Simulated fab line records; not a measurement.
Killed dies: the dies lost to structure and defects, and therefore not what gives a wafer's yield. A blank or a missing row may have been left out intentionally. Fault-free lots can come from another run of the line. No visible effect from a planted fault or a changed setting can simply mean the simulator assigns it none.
The tool behind it: which one? || flow gf180mcu || 45 wafers from 15 lots sampled at 6 of the route's 602 steps

## WHAT EACH GAUGE READ, for each wafer
GF_CONTACT_THK_MEAS_26: measures by xrf.
{"lot": "L306", "measured": "day 16 05:40", "on": "filmMetro-02", "CONTACT_W_THK (nm)": "302 295 297"}
{"lot": "L308", "measured": "day 17 02:35", "on": "filmMetro-03", "CONTACT_W_THK (nm)": "298 300 302"}
{"lot": "L309", "measured": "day 17 07:10", "on": "filmMetro-03", "CONTACT_W_THK (nm)": "304 298 304"}
{"lot": "L310", "measured": "day 17 20:44", "on": "filmMetro-02", "CONTACT_W_THK (nm)": "295 295 298"}
{"lot": "L311", "measured": "day 17 23:32", "on": "filmMetro-02", "CONTACT_W_THK (nm)": "305 301 299"}
{"lot": "L315", "measured": "day 20 00:18", "on": "filmMetro-01", "CONTACT_W_THK (nm)": "295 297 294"}
{"lot": "L317", "measured": "day 21 00:03", "on": "filmMetro-03", "CONTACT_W_THK (nm)": "290 294 292"}
{"lot": "L318", "measured": "day 21 08:10", "on": "filmMetro-01", "CONTACT_W_THK (nm)": "294 292 299"}
{"lot": "L319", "measured": "day 21 16:58", "on": "filmMetro-01", "CONTACT_W_THK (nm)": "294 295 291"}
{"lot": "L321", "measured": "day 22 03:50", "on": "filmMetro-01", "CONTACT_W_THK (nm)": "299 292 292"}
{"lot": "L320", "measured": "day 22 05:14", "on": "filmMetro-02", "CONTACT_W_THK (nm)": "303 297 301"}
{"lot": "L322", "measured": "day 22 07:50", "on": "filmMetro-03", "CONTACT_W_THK (nm)": "304 292 299"}
{"lot": "L325", "measured": "day 23 08:53", "on": "filmMetro-02", "CONTACT_W_THK (nm)": "294 302 297"}
{"lot": "L328", "measured": "day 24 11:18", "on": "filmMetro-03", "CONTACT_W_THK (nm)": "293 295 295"}
{"lot": "L329", "measured": "day 24 14:40", "on": "filmMetro-02", "CONTACT_W_THK (nm)": "298 300 296"}

GF_M1_RS_MEAS_05: a four-point-probe measurement.
{"lot": "L306", "measured": "day 16 06:16", "on": "filmMetro-04", "M1_ALCU_RS (ohm/sq)": "0.0693 0.0696 0.0688"}
{"lot": "L308", "measured": "day 17 03:11", "on": "filmMetro-04", "M1_ALCU_RS (ohm/sq)": "7.1352 7.0749 7.0969"}
{"lot": "L309", "measured": "day 17 07:45", "on": "filmMetro-01", "M1_ALCU_RS (ohm/sq)": "7.2135 7.2004 7.2018"}
{"lot": "L310", "measured": "day 17 21:20", "on": "filmMetro-04", "M1_ALCU_RS (ohm/sq)": "7.1126 7.1280 7.1258"}
{"lot": "L311", "measured": "day 18 00:07", "on": "filmMetro-04", "M1_ALCU_RS (ohm/sq)": "0.0704 0.0699 0.0698"}
{"lot": "L315", "measured": "day 20 00:53", "on": "filmMetro-03", "M1_ALCU_RS (ohm/sq)": "0.0699 0.0692 0.0700"}
{"lot": "L317", "measured": "day 21 00:38", "on": "filmMetro-01", "M1_ALCU_RS (ohm/sq)": "0.0678 0.0687 0.0686"}
{"lot": "L318", "measured": "day 21 08:45", "on": "filmMetro-01", "M1_ALCU_RS (ohm/sq)": "0.0689 0.0694 0.0694"}
{"lot": "L319", "measured": "day 21 17:34", "on": "filmMetro-04", "M1_ALCU_RS (ohm/sq)": "0.0691 0.0691 0.0692"}
{"lot": "L321", "measured": "day 22 04:25", "on": "filmMetro-03", "M1_ALCU_RS (ohm/sq)": "0.0689 0.0689 0.0692"}
{"lot": "L320", "measured": "day 22 05:50", "on": "filmMetro-01", "M1_ALCU_RS (ohm/sq)": "0.0692 0.0692 0.0706"}
{"lot": "L322", "measured": "day 22 08:30", "on": "filmMetro-01", "M1_ALCU_RS (ohm/sq)": "0.0683 0.0681 0.0683"}
{"lot": "L325", "measured": "day 23 09:28", "on": "filmMetro-04", "M1_ALCU_RS (ohm/sq)": "0.0689 0.0693 0.0697"}
{"lot": "L328", "measured": "day 24 11:54", "on": "filmMetro-01", "M1_ALCU_RS (ohm/sq)": "0.0689 0.0693 0.0687"}
{"lot": "L329", "measured": "day 24 15:16", "on": "filmMetro-03", "M1_ALCU_RS (ohm/sq)": "0.0690 0.0689 0.0694"}

GF_M1_THK_MEAS_06: measures by xrf.
{"lot": "L306", "measured": "day 16 06:22", "on": "filmMetro-04", "M1_ALCU_THK (nm)": "455 452 458"}
{"lot": "L308", "measured": "day 17 03:17", "on": "filmMetro-04", "M1_ALCU_THK (nm)": "<0 <0 <0"}
{"lot": "L309", "measured": "day 17 07:52", "on": "filmMetro-01", "M1_ALCU_THK (nm)": "<0 <0 <0"}
{"lot": "L310", "measured": "day 17 21:26", "on": "filmMetro-04", "M1_ALCU_THK (nm)": "<0 <0 <0"}
{"lot": "L311", "measured": "day 18 00:14", "on": "filmMetro-04", "M1_ALCU_THK (nm)": "450 453 453"}
{"lot": "L315", "measured": "day 20 01:00", "on": "filmMetro-03", "M1_ALCU_THK (nm)": "445 449 446"}
{"lot": "L317", "measured": "day 21 00:45", "on": "filmMetro-01", "M1_ALCU_THK (nm)": "465 458 460"}
{"lot": "L318", "measured": "day 21 08:52", "on": "filmMetro-01", "M1_ALCU_THK (nm)": "456 454 457"}
{"lot": "L319", "measured": "day 21 17:40", "on": "filmMetro-04", "M1_ALCU_THK (nm)": "454 453 455"}
{"lot": "L321", "measured": "day 22 04:32", "on": "filmMetro-03", "M1_ALCU_THK (nm)": "455 457 454"}
{"lot": "L320", "measured": "day 22 05:56", "on": "filmMetro-01", "M1_ALCU_THK (nm)": "456 456 446"}
{"lot": "L322", "measured": "day 22 08:37", "on": "filmMetro-01", "M1_ALCU_THK (nm)": "458 462 458"}
{"lot": "L325", "measured": "day 23 09:35", "on": "filmMetro-04", "M1_ALCU_THK (nm)": "458 456 455"}
{"lot": "L328", "measured": "day 24 12:00", "on": "filmMetro-01", "M1_ALCU_THK (nm)": "458 455 457"}
{"lot": "L329", "measured": "day 24 15:23", "on": "filmMetro-03", "M1_ALCU_THK (nm)": "452 453 448"}

## TOOL THAT RAN EACH LOT (tool first, then ch and the chambers of the sampled wafers, then the start)
{"lot": "L306", "GF_CONTACT_CMP_04": "cmp-02 ch 1,2,3, day 15 05:43", "GF_CONTACT_CVD_24": "cvdW-02 ch 0,1, day 16 05:26", "GF_M1_SPUTTER_02": "pvdSputter-02, day 16 06:09"}
{"lot": "L308", "GF_CONTACT_CMP_04": "cmp-02 ch 1,3, day 16 02:17", "GF_CONTACT_CVD_24": "cvdW-02 ch 0, day 17 02:22", "GF_M1_SPUTTER_02": "pvdSputter-01, day 17 03:04"}
{"lot": "L309", "GF_CONTACT_CMP_04": "cmp-02 ch 0,2, day 16 07:10", "GF_CONTACT_CVD_24": "cvdW-02 ch 0,1, day 17 06:57", "GF_M1_SPUTTER_02": "pvdSputter-02, day 17 07:40"}
{"lot": "L310", "GF_CONTACT_CMP_04": "cmp-01 ch 0,1, day 16 19:51", "GF_CONTACT_CVD_24": "cvdW-01 ch 0,1, day 17 20:31", "GF_M1_SPUTTER_02": "pvdSputter-02, day 17 21:13"}
{"lot": "L311", "GF_CONTACT_CMP_04": "cmp-02 ch 0,2, day 16 22:29", "GF_CONTACT_CVD_24": "cvdW-01 ch 0, day 17 23:18", "GF_M1_SPUTTER_02": "pvdSputter-02, day 18 00:01"}
{"lot": "L315", "GF_CONTACT_CMP_04": "cmp-02 ch 0,2,3, day 18 22:08", "GF_CONTACT_CVD_24": "cvdW-01 ch 1, day 20 00:04", "GF_M1_SPUTTER_02": "pvdSputter-03, day 20 00:47"}
{"lot": "L317", "GF_CONTACT_CMP_04": "cmp-01 ch 0,1,3, day 19 22:53", "GF_CONTACT_CVD_24": "cvdW-01 ch 0,1, day 20 23:49", "GF_M1_SPUTTER_02": "pvdSputter-01, day 21 00:32"}
{"lot": "L318", "GF_CONTACT_CMP_04": "cmp-01 ch 1,2,3, day 20 06:42", "GF_CONTACT_CVD_24": "cvdW-02 ch 0,1, day 21 07:57", "GF_M1_SPUTTER_02": "pvdSputter-01, day 21 08:40"}
{"lot": "L319", "GF_CONTACT_CMP_04": "cmp-01 ch 0,2,3, day 20 15:30", "GF_CONTACT_CVD_24": "cvdW-01 ch 0,1, day 21 16:44", "GF_M1_SPUTTER_02": "pvdSputter-02, day 21 17:27"}
{"lot": "L321", "GF_CONTACT_CMP_04": "cmp-02 ch 0,2, day 21 03:00", "GF_CONTACT_CVD_24": "cvdW-02 ch 0,1, day 22 03:36", "GF_M1_SPUTTER_02": "pvdSputter-01, day 22 04:19"}
{"lot": "L320", "GF_CONTACT_CMP_04": "cmp-01 ch 0,1, day 21 04:01", "GF_CONTACT_CVD_24": "cvdW-02 ch 0,1, day 22 05:01", "GF_M1_SPUTTER_02": "pvdSputter-03, day 22 05:43"}
{"lot": "L322", "GF_CONTACT_CMP_04": "cmp-01 ch 0,2,3, day 21 07:28", "GF_CONTACT_CVD_24": "cvdW-02 ch 0,1, day 22 07:36", "GF_M1_SPUTTER_02": "pvdSputter-01, day 22 08:23"}
{"lot": "L325", "GF_CONTACT_CMP_04": "cmp-02 ch 1,2, day 22 07:40", "GF_CONTACT_CVD_24": "cvdW-02 ch 0,1, day 23 08:40", "GF_M1_SPUTTER_02": "pvdSputter-02, day 23 09:22"}
{"lot": "L328", "GF_CONTACT_CMP_04": "cmp-01 ch 1,2,3, day 23 11:37", "GF_CONTACT_CVD_24": "cvdW-01 ch 0,1, day 24 11:05", "GF_M1_SPUTTER_02": "pvdSputter-01, day 24 11:46"}
{"lot": "L329", "GF_CONTACT_CMP_04": "cmp-02 ch 0,1,2, day 23 15:07", "GF_CONTACT_CVD_24": "cvdW-01 ch 1, day 24 14:27", "GF_M1_SPUTTER_02": "pvdSputter-02, day 24 15:10"}
- GF_CONTACT_CMP_04: polishes SiO2.
- GF_CONTACT_CVD_24: deposits W, target thk 300 nm, time 90.339 s.
- GF_M1_SPUTTER_02: material AlCu, target thk 450 nm, time 23.9 s.

## AS READ BY THE TOOLS THEMSELVES (means over the sampled wafers that have a number; for cases with no such wafer, the mark the record gives instead)
GF_CONTACT_CMP_04.
{"lot": "L306", "tool": "cmp-02", "motorCurrentA (A)": 11.6, "timeToEndpointS (s)": 106}
{"lot": "L308", "tool": "cmp-02", "motorCurrentA (A)": 12.1, "timeToEndpointS (s)": 119}
{"lot": "L309", "tool": "cmp-02", "motorCurrentA (A)": 11.0, "timeToEndpointS (s)": 116}
{"lot": "L310", "tool": "cmp-01", "motorCurrentA (A)": 11.4, "timeToEndpointS (s)": 103}
{"lot": "L311", "tool": "cmp-02", "motorCurrentA (A)": 11.1, "timeToEndpointS (s)": 119}
{"lot": "L315", "tool": "cmp-02", "motorCurrentA (A)": 11.3, "timeToEndpointS (s)": 113}
{"lot": "L317", "tool": "cmp-01", "motorCurrentA (A)": 11.0, "timeToEndpointS (s)": 106}
{"lot": "L318", "tool": "cmp-01", "motorCurrentA (A)": 12.5, "timeToEndpointS (s)": 103}
{"lot": "L319", "tool": "cmp-01", "motorCurrentA (A)": 12.1, "timeToEndpointS (s)": 111}
{"lot": "L321", "tool": "cmp-02", "motorCurrentA (A)": 11.2, "timeToEndpointS (s)": 104}
{"lot": "L320", "tool": "cmp-01", "motorCurrentA (A)": 11.2, "timeToEndpointS (s)": 108}
{"lot": "L322", "tool": "cmp-01", "motorCurrentA (A)": 11.9, "timeToEndpointS (s)": 109}
{"lot": "L325", "tool": "cmp-02", "motorCurrentA (A)": 12.1, "timeToEndpointS (s)": 110}
{"lot": "L328", "tool": "cmp-01", "motorCurrentA (A)": 12.5, "timeToEndpointS (s)": 107}
{"lot": "L329", "tool": "cmp-02", "motorCurrentA (A)": 11.4, "timeToEndpointS (s)": 109}

GF_CONTACT_CVD_24.
{"lot": "L306", "tool": "cvdW-02", "heaterPowerW (W)": 844}
{"lot": "L308", "tool": "cvdW-02", "heaterPowerW (W)": 779}
{"lot": "L309", "tool": "cvdW-02", "heaterPowerW (W)": 833}
{"lot": "L310", "tool": "cvdW-01", "heaterPowerW (W)": 851}
{"lot": "L311", "tool": "cvdW-01", "heaterPowerW (W)": 869}
{"lot": "L315", "tool": "cvdW-01", "heaterPowerW (W)": 848}
{"lot": "L317", "tool": "cvdW-01", "heaterPowerW (W)": 857}
{"lot": "L318", "tool": "cvdW-02", "heaterPowerW (W)": 850}
{"lot": "L319", "tool": "cvdW-01", "heaterPowerW (W)": 867}
{"lot": "L321", "tool": "cvdW-02", "heaterPowerW (W)": 854}
{"lot": "L320", "tool": "cvdW-02", "heaterPowerW (W)": 825}
{"lot": "L322", "tool": "cvdW-02", "heaterPowerW (W)": 822}
{"lot": "L325", "tool": "cvdW-02", "heaterPowerW (W)": 860}
{"lot": "L328", "tool": "cvdW-01", "heaterPowerW (W)": 851}
{"lot": "L329", "tool": "cvdW-01", "heaterPowerW (W)": 865}

GF_M1_SPUTTER_02.
{"lot": "L306", "tool": "pvdSputter-02", "cathodeDcPowerW (W)": 10601, "chamberPressurePa (Pa)": 0.3998, "throttleValvePct (%)": 30.8}
{"lot": "L308", "tool": "pvdSputter-01", "cathodeDcPowerW (W)": "-", "chamberPressurePa (Pa)": "-", "throttleValvePct (%)": "-"}
{"lot": "L309", "tool": "pvdSputter-02", "cathodeDcPowerW (W)": "-", "chamberPressurePa (Pa)": "-", "throttleValvePct (%)": "-"}
{"lot": "L310", "tool": "pvdSputter-02", "cathodeDcPowerW (W)": "-", "chamberPressurePa (Pa)": "-", "throttleValvePct (%)": "-"}
{"lot": "L311", "tool": "pvdSputter-02", "cathodeDcPowerW (W)": 10601, "chamberPressurePa (Pa)": 0.4001, "throttleValvePct (%)": 29.2}
{"lot": "L315", "tool": "pvdSputter-03", "cathodeDcPowerW (W)": 10600, "chamberPressurePa (Pa)": 0.4005, "throttleValvePct (%)": 29.8}
{"lot": "L317", "tool": "pvdSputter-01", "cathodeDcPowerW (W)": 10600, "chamberPressurePa (Pa)": 0.4003, "throttleValvePct (%)": 28.6}
{"lot": "L318", "tool": "pvdSputter-01", "cathodeDcPowerW (W)": 10600, "chamberPressurePa (Pa)": 0.4003, "throttleValvePct (%)": 28.6}
{"lot": "L319", "tool": "pvdSputter-02", "cathodeDcPowerW (W)": 10600, "chamberPressurePa (Pa)": 0.3997, "throttleValvePct (%)": 30.2}
{"lot": "L321", "tool": "pvdSputter-01", "cathodeDcPowerW (W)": 10599, "chamberPressurePa (Pa)": 0.3997, "throttleValvePct (%)": 28.9}
{"lot": "L320", "tool": "pvdSputter-03", "cathodeDcPowerW (W)": 10601, "chamberPressurePa (Pa)": 0.4003, "throttleValvePct (%)": 30.3}
{"lot": "L322", "tool": "pvdSputter-01", "cathodeDcPowerW (W)": 10600, "chamberPressurePa (Pa)": 0.3998, "throttleValvePct (%)": 29.0}
{"lot": "L325", "tool": "pvdSputter-02", "cathodeDcPowerW (W)": 10599, "chamberPressurePa (Pa)": 0.4003, "throttleValvePct (%)": 31.0}
{"lot": "L328", "tool": "pvdSputter-01", "cathodeDcPowerW (W)": 10602, "chamberPressurePa (Pa)": 0.4001, "throttleValvePct (%)": 29.4}
{"lot": "L329", "tool": "pvdSputter-02", "cathodeDcPowerW (W)": 10601, "chamberPressurePa (Pa)": 0.3998, "throttleValvePct (%)": 31.0}

## THE ANSWER, worked out from the rows above alone
Rule: what is usual is taken from the lots themselves. Put in order of their means at a reading, lots are off if they are a third of the lots or fewer, leave a main group of 4 or more, and stand apart from it by a gap of 3 or more times the standard deviation of the main group's means; of several such gaps the widest counts. The tables above print the reading to a certain number of digits; a main group whose means all agree to those digits is not used. Also off: a lot with no number at a reading for which 4 or more lots have one. Any other lot the step has rows for is counted as sound. After the gauges, taken in route order, come the tools' own readings; for these a lot's mean is taken, as printed above. At the first step where some lot is off, the reading lying furthest off is the one used; lots without a number count as furthest.
Off: L308, L309, L310, seen at GF_M1_RS_MEAS_05 (M1_ALCU_RS). Main group: mean 0.0692 ohm/sq, sd 0.00049.
If a tool, at a process step before that reading, ran all the lots that are off and no sound lot after the first of them, it fits. The gauges at GF_M1_RS_MEAS_05 aren't tried: what is off there is off at GF_M1_SPUTTER_02 too, on other tools, and a gauge's error can't cause that. No candidate that was tried fits.

## WHAT HAD BEEN PUT IN BY THE SIMULATOR
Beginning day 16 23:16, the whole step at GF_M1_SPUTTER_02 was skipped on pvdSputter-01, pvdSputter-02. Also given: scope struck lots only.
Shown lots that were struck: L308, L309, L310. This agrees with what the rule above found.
